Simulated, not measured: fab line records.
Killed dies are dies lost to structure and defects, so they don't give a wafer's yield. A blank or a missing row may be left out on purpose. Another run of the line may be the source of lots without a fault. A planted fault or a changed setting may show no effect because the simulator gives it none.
Which tool did it?    flow sky130    30 wafers from 10 lots sampled at 6 of the route's 708 steps

== WHAT THE GAUGES READ, wafer by wafer ==
SKY_LI_CONTACT_RS_MEAS_22: uses a four-point probe to measure. Usual: for LI_CONTACT_W_RS the level is 0.284 ohm/sq and the standard deviation is 0.0039.
lot   measured      on            LI_CONTACT_W_RS (ohm/sq)  flag
L143  day 29 05:57  filmMetro-03  0.284 0.285 0.283         
L144  day 29 23:20  filmMetro-04  0.284 0.287 0.283         
L146  day 31 01:19  filmMetro-04  0.220 0.218 0.284         OFF
L155  day 33 17:42  filmMetro-02  0.285 0.274 0.278         
L156  day 34 01:25  filmMetro-03  0.281 0.286 0.288         
L158  day 34 16:49  filmMetro-04  0.283 0.283 0.282         
L160  day 35 05:25  filmMetro-03  0.286 0.286 0.283         
L163  day 35 17:31  filmMetro-03  0.279 0.279 0.285         
L164  day 36 05:14  filmMetro-02  0.283 0.285 0.284         
L165  day 36 22:10  filmMetro-03  0.282 0.281 0.283         

SKY_LI_CONTACT_THK_MEAS_23: measures by xrf. Usual: for LI_CONTACT_W_THK the level is 387 nm and the standard deviation is 6.1.
lot   measured      on            LI_CONTACT_W_THK (nm)  flag
L143  day 29 06:02  filmMetro-03  385 384 388            
L144  day 29 23:26  filmMetro-04  390 382 388            
L146  day 31 01:25  filmMetro-04  493 496 388            OFF
L155  day 33 17:49  filmMetro-02  387 406 394            
L156  day 34 01:31  filmMetro-03  389 381 379            
L158  day 34 16:56  filmMetro-04  387 389 389            
L160  day 35 05:31  filmMetro-03  385 381 389            
L163  day 35 17:38  filmMetro-03  395 393 387            
L164  day 36 05:22  filmMetro-02  389 387 385            
L165  day 36 22:17  filmMetro-03  391 391 391            

== TOOL THAT RAN EACH LOT (tool first, then ch and the chambers of the sampled wafers, then the start) ==
lot   SKY_LI_CONTACT_CMP_02          SKY_LI_CONTACT_ETCH_14             SKY_LI_CONTACT_ETCH_15             SKY_LI_CONTACT_CVD_21
L143  cmp-02 ch 0,2,3, day 27 23:58  rieDiel-04 ch 0,1, day 29 05:12    rieDiel-04 ch 0,1, day 29 05:15    cvdW-01 ch 0,1, day 29 05:49
L144  cmp-02 ch 1,2,3, day 28 18:04  rieDiel-02 ch 1,2,3, day 29 22:36  rieDiel-02 ch 1,2,3, day 29 22:39  cvdW-01 ch 0,1, day 29 23:13
L146  cmp-01 ch 2,3, day 29 20:29    rieDiel-01 ch 0,1,2, day 31 00:35  rieDiel-01 ch 0,1,2, day 31 00:38  cvdW-01 ch 0,1, day 31 01:10
L155  cmp-01 ch 0,1,3, day 32 14:21  rieDiel-02 ch 1,2,3, day 33 17:01  rieDiel-02 ch 1,2,3, day 33 17:04  cvdW-02 ch 0,1, day 33 17:35
L156  cmp-02 ch 1,2, day 32 21:31    rieDiel-02 ch 0,1, day 34 00:41    rieDiel-02 ch 0,1, day 34 00:44    cvdW-02 ch 0,1, day 34 01:17
L158  cmp-02 ch 0,1,2, day 33 13:07  rieDiel-04 ch 1,3, day 34 16:07    rieDiel-04 ch 1,3, day 34 16:10    cvdW-01 ch 0,1, day 34 16:41
L160  cmp-01 ch 0,1,3, day 34 01:19  rieDiel-01 ch 2,3, day 35 04:41    rieDiel-01 ch 2,3, day 35 04:44    cvdW-01 ch 0,1, day 35 05:17
L163  cmp-01 ch 0,1,2, day 34 13:46  rieDiel-01 ch 0,2,3, day 35 16:49  rieDiel-01 ch 0,2,3, day 35 16:52  cvdW-02 ch 0,1, day 35 17:23
L164  cmp-02 ch 0,1,2, day 35 01:53  rieDiel-01 ch 1,2, day 36 04:34    rieDiel-01 ch 1,2, day 36 04:36    cvdW-01 ch 0,1, day 36 05:07
L165  cmp-01 ch 1,2,3, day 35 18:57  rieDiel-01 ch 0,1,3, day 36 21:28  rieDiel-01 ch 0,1,3, day 36 21:31  cvdW-01 ch 0,1, day 36 22:02
- SKY_LI_CONTACT_CMP_02: polishes PSG.
- SKY_LI_CONTACT_ETCH_14: etches BARC in N2/H2, stops on SiO2, time 45.9 s, target depth 60 nm.
- SKY_LI_CONTACT_ETCH_15: etches PSG in C4F8/O2/Ar, stops on Si, target depth 600 nm.
- SKY_LI_CONTACT_CVD_21: deposits W, target thk 400 nm, time 120.56 s.

== WHAT THE TOOLS THEMSELVES READ (means of the sampled wafers that have a number; where no wafer has one, the mark that the record gives instead) ==
SKY_LI_CONTACT_CMP_02. Usual: motorCurrentA 12.7 A, standard deviation 1.7; slurryFlowMlMin 150.1, standard deviation 0.48; timeToEndpointS 30.8 s, standard deviation 2.8.
lot   tool    motorCurrentA (A)  slurryFlowMlMin  timeToEndpointS (s)  flag
L143  cmp-02  12.5               150.0            31.3                 
L144  cmp-02  11.6               149.9            32.2                 
L146  cmp-01  11.7               150.0            33.6                 
L155  cmp-01  12.8               150.0            29.5                 
L156  cmp-02  11.0               150.1            30.6                 
L158  cmp-02  12.1               149.9            32.5                 
L160  cmp-01  13.3               149.6            28.5                 
L163  cmp-01  13.4               150.1            30.0                 
L164  cmp-02  12.7               150.1            29.9                 
L165  cmp-01  11.8               150.1            28.2                 

SKY_LI_CONTACT_ETCH_14. Usual: drypumpMotorCurrentA 5.7 A, standard deviation 0.45; oesProductAu 0.854 a.u., standard deviation 0.0045; throttleValvePct 13.225 %, standard deviation 0.0089.
lot   tool        drypumpMotorCurrentA (A)  oesProductAu (a.u.)  throttleValvePct (%)  flag
L143  rieDiel-04  6.0                       0.860                13.224                
L144  rieDiel-02  6.0                       0.856                13.226                
L146  rieDiel-01  5.3                       0.856                13.227                
L155  rieDiel-02  5.9                       0.853                13.226                
L156  rieDiel-02  5.6                       0.858                13.230                
L158  rieDiel-04  5.6                       0.854                13.228                
L160  rieDiel-01  5.5                       0.852                13.223                
L163  rieDiel-01  5.5                       0.855                13.225                
L164  rieDiel-01  5.1                       0.854                13.232                
L165  rieDiel-01  5.5                       0.855                13.229                

SKY_LI_CONTACT_ETCH_15. Usual: oesProductAu at 0.837 a.u., with a standard deviation of 0.0042.
lot   tool        oesProductAu (a.u.)  flag
L143  rieDiel-04  0.836                
L144  rieDiel-02  0.839                
L146  rieDiel-01  0.841                
L155  rieDiel-02  0.836                
L156  rieDiel-02  0.842                
L158  rieDiel-04  0.838                
L160  rieDiel-01  0.841                
L163  rieDiel-01  0.841                
L164  rieDiel-01  0.839                
L165  rieDiel-01  0.835                

SKY_LI_CONTACT_CVD_21. Usual: heaterPowerW at 885 W, with a standard deviation of 59.
lot   tool     heaterPowerW (W)  flag
L143  cvdW-01  893               
L144  cvdW-01  903               
L146  cvdW-01  905               
L155  cvdW-02  891               
L156  cvdW-02  832               
L158  cvdW-01  899               
L160  cvdW-01  903               
L163  cvdW-02  893               
L164  cvdW-01  914               
L165  cvdW-01  906               

== THE ANSWER, worked out from the rows above alone ==
Rule: take the mean of a lot's wafers that have a number; if it is more than 3 standard deviations from the usual mean, the lot is off. Also off: a lot with no number at a reading for which 4 or more lots have one. All remaining lots with rows at the step are treated as sound. Order of review: gauges by route order, followed by the tools' own readings, for which a lot's mean as printed above is used. At the first step where some lot is off, the reading lying furthest off is the one used; lots without a number count as furthest.
Off: L146, at SKY_LI_CONTACT_RS_MEAS_22 (LI_CONTACT_W_RS).
A tool fits if, at a process step before that reading, it ran every lot that is off, and no sound lot after the first of them. The gauges at SKY_LI_CONTACT_RS_MEAS_22 are tried like those tools. No candidate that was tried fits.

== WHAT THE SIMULATOR PUT IN ==
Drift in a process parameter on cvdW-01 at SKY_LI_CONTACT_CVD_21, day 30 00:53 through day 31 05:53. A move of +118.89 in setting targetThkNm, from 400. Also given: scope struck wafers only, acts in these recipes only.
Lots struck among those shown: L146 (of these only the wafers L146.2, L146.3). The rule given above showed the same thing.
